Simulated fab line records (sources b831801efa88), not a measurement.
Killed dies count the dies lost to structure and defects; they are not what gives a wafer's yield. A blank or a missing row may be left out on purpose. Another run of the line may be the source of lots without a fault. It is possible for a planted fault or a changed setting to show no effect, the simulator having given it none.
Matching of chambers + flow sky130 + SKY_VIA3_CMP_24 on cmp-02 has 4 sister chambers
The step polishes, stops on SiO2, t overpolish 20 s, target thk 0 nm. 18 wafers are shown with their chamber, then 9 later ones without.

== WAFERS WITH THEIR CHAMBER ==
| wafer  | chamber | motorCurrentA (A) | timeToEndpointS (s) | slurryFlowMlMin |
|--------|---------|-------------------|---------------------|-----------------|
| L707.2 | 3       | 9.5               | 95.5                | 149.9           |
| L707.3 | 1       | 11.7              | 94.8                | 150.3           |
| L707.6 | 0       | 10.8              | 95.1                | 150.3           |
| L709.1 | 0       | 10.2              | 95.2                | 149.1           |
| L709.2 | 2       | 11.3              | 95.7                | 149.4           |
| L709.5 | 2       | 11.8              | 97.5                | 149.5           |
| L710.2 | 2       | 11.1              | 100.8               | 150.4           |
| L710.4 | 3       | 9.9               | 95.6                | 149.5           |
| L710.5 | 0       | 10.3              | 97.8                | 150.3           |
| L711.1 | 1       | 11.1              | 94.8                | 150.8           |
| L711.2 | 3       | 9.9               | 98.1                | 150.1           |
| L711.5 | 0       | 11.1              | 96.8                | 150.2           |
| L712.2 | 0       | 10.8              | 93.3                | 149.7           |
| L712.5 | 2       | 11.2              | 96.9                | 149.9           |
| L712.6 | 1       | 11.0              | 95.7                | 149.2           |
| L715.1 | 1       | 11.2              | 96.1                | 149.8           |
| L715.2 | 0       | 10.5              | 98.8                | 150.5           |
| L715.4 | 3       | 10.0              | 98.5                | 150.2           |

SIGNATURES (averages over the wafers above)
| reading         | chamber 0 | chamber 1 | chamber 2 | chamber 3 | scatter within a chamber |
|-----------------|-----------|-----------|-----------|-----------|--------------------------|
| motorCurrentA   | 10.617    | 11.250    | 11.350    | 9.825     | 0.307                    |
| timeToEndpointS | 96.167    | 95.350    | 97.725    | 96.925    | 1.76                     |
| slurryFlowMlMin | 150.017   | 150.025   | 149.800   | 149.925   | 0.513                    |
Rule: for a wafer and a chamber, the distance is found by dividing, reading by reading, the gap between the wafer's reading and the chamber's mean by the reading's scatter, squaring, summing and taking the root. If the next closest chamber is less than 2 further off than the closest, the wafer can't be placed; otherwise it belongs to the closest. How the scatter is found: for the shown wafers, subtract from each reading the mean of its chamber, square and add these, divide the total by (wafers less chambers), then take the root.

== WAFERS WITH NO CHAMBER GIVEN ==
| wafer  | motorCurrentA (A) | timeToEndpointS (s) | slurryFlowMlMin |
|--------|-------------------|---------------------|-----------------|
| L722.2 | 9.2               | 89.9                | 149.9           |
| L722.4 | 11.3              | 94.3                | 149.5           |
| L722.5 | 10.7              | 96.5                | 149.3           |
| L721.2 | 10.1              | 88.0                | 149.8           |
| L721.5 | 11.1              | 92.8                | 150.7           |
| L721.6 | 10.4              | 94.6                | 150.3           |
| L728.2 | 10.6              | 93.0                | 150.2           |
| L728.4 | 10.9              | 92.6                | 150.2           |
| L728.6 | 9.8               | 90.1                | 150.2           |

== CHAMBER TAKEN BY EACH ==
| wafer  | from the rows above               | in truth |
|--------|-----------------------------------|----------|
| L722.2 | can't be placed: 3 or 0           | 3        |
| L722.4 | can't be placed: 1 or 2 or 0      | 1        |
| L722.5 | can't be placed: 0 or 1 or 2 or 3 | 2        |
| L721.2 | can't be placed: 0 or 3 or 1 or 2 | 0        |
| L721.5 | can't be placed: 1 or 0 or 2      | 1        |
| L721.6 | can't be placed: 0 or 3 or 1      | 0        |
| L728.2 | can't be placed: 0 or 1 or 3 or 2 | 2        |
| L728.4 | can't be placed: 1 or 0 or 2      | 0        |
| L728.6 | can't be placed: 3 or 0 or 1      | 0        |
0 of 9 placed correctly. These rows do not allow placing 9 (true chamber among the candidates in 9). 0 placed wrongly.
